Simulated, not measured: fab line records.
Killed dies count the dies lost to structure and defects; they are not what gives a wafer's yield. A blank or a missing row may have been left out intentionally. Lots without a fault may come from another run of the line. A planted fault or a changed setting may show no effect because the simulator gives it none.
Comparing a struck lot with a sound one	flow sky130	18 steps out of a route of 708
Sound: these wafers, L913.1, L913.3, L913.5. Struck: wafer L919.1 (left out: L919.2, L919.3 of the same lot, which were not struck); the cause appears at the end.
Each step with rows lists, per side, the tool, then ch with its chambers, then its first start. Under that, the readings that differ: sound wafers	struck wafers	difference of the means	sigmas: that difference in standard deviations of wafers without a fault.
alike: same words and numbers on both sides, and readings whose means sit less than 2 such deviations apart. not compared: any withheld reading, any reading some wafer has no value for, any bound like >300 that may hide the same value, and any number with overlapping values for which the record gives no deviation.
The two part at a step that has a row with sigmas, a row that says differs or no value, or rows on one side only. Numbers that don't overlap but have no deviation are shown without sigmas and don't part them. Lack of a reading on every wafer of one side parts them only where that side has two or more wafers.

first, 1 step without rows for these wafers: SKY_FIELD_ISO_DEVELOP_12 (develop time 60 s).
SKY_FIELD_ISO_CD_MEAS_13: target cd 150 nm.
  sound: cd sem-01 at day 4 14:14; struck: cd sem-02 at day 5 23:53
reading	sound	struck	difference	sigmas
cd nm (nm)	150.5 150.1 148.8	146.3	-3.5	-2
SKY_FIELD_ISO_ETCH_14: etches BARC in N2/H2, stops on SiO2, time 45.9 s, target depth 60 nm.
  sound on rie diel-01 ch 2,3, day 4 14:22; struck on rie diel-04 ch 2, day 6 00:01
reading	sound	struck	difference	sigmas
drypump motor current A (A)	6.6 6.2 6.6	5.2	-1.3	-3
  alike: oes product au, throttle valve pct
  not compared: rf hours counter h
SKY_FIELD_ISO_ETCH_15: etches the open film in CHF3/O2, stops on Si, target depth 180 nm, time 72 s.
  sound on rie diel-01 ch 2,3, day 4 14:25; struck on rie diel-04 ch 2, day 6 00:03
reading	sound	struck	difference	sigmas
chf3 flow sccm (sccm)	50.19 50.12 50.22	49.86	-0.32	-2
drypump motor current A (A)	6.6 6.2 6.6	5.2	-1.3	-3
  alike: oes product au, throttle valve pct
  not compared: rf hours counter h
SKY_FIELD_ISO_STRIP_16: strips in O2/N2.
  sound on plasma asher-04 ch 0,1, day 4 14:28; struck on plasma asher-01 ch 0, day 6 00:07
reading	sound	struck	difference	sigmas
drypump motor current A (A)	5.3 5.5 5.3	6.6	+1.2	+2
  alike: oes product au, strip time to endpoint s
  not compared: rf hours counter h
SKY_FIELD_ISO_ETCH_17: etches Si in HBr/Cl2/O2, target depth 342 nm, time 97.7 s.
  sound on rie si-02 ch 0,2,3, day 4 14:34; struck on rie si-02 ch 0, day 6 00:13
  alike: drypump motor current A, he backside leak sccm, oes product au, throttle valve pct
  not compared: rf hours counter h
then, 5 steps without rows for these wafers: SKY_FIELD_ISO_WET_ETCH_18 (etches Si3N4 in H3PO4, target depth 25 nm, time 286 s); SKY_FIELD_ISO_CLEAN_19 (cleans in SC1/SC2, time 150 s); SKY_FIELD_ISO_CLEAN_20 (cleans in dHF, time 20 s); SKY_FIELD_ISO_WET_ETCH_21 (etches SiO2 in dHF, target depth 20 nm, time 400 s); SKY_FIELD_ISO_OXIDATION_22 (stabilise 600 s, purge 300 s, target thk 10 nm).
SKY_FIELD_ISO_THK_MEAS_23:
  sound: film metro-03 at day 4 16:05; struck: film metro-02 at day 6 01:44
  alike: FIELD_ISO_OXIDATION_01_THK
SKY_FIELD_ISO_CVD_24: deposits SiO2, target thk 595 nm, time 99.2 s.
  sound on hdpcvd-02 ch 0,1,2, day 4 16:08; struck on hdpcvd-01 ch 2, day 6 01:47
reading	sound	struck	difference	sigmas
model.SiO2_of_FIELD_ISO_CVD_24.thk nm (nm)	585.7 590 585	839.6	+252.7	
SKY_FIELD_ISO_THK_MEAS_25:
  sound: film metro-01 at day 4 16:13; struck: film metro-01 at day 6 01:52
reading	sound	struck	difference	sigmas
FIELD_ISO_CVD_24_THK (nm)	586 590 585	840	+253	+48
then, 1 step without rows for these wafers: SKY_FIELD_ISO_ANNEAL_26 (time 1800 s).
SKY_FIELD_ISO_CMP_27: polishes, stops on Si3N4, t overpolish 16 s, target thk 457.8 nm.
  sound on cmp-02 ch 1,2,3, day 4 17:52; struck on cmp-01 ch 3, day 6 03:25
reading	sound	struck	difference	sigmas
time to endpoint s (s)	111 110 107	162	+53	+13
  alike: head pressure psi, motor current A
then, 2 steps without rows for these wafers: SKY_FIELD_ISO_WET_ETCH_28 (etches SiO2 in dHF, target depth 23.7 nm, time 47 s); SKY_PAD_OPEN_PROBE_99.

WHERE THEY PART
At SKY_FIELD_ISO_CD_MEAS_13 first; at SKY_FIELD_ISO_CMP_27 last (within this record only).

WHY: the cause the simulator had injected
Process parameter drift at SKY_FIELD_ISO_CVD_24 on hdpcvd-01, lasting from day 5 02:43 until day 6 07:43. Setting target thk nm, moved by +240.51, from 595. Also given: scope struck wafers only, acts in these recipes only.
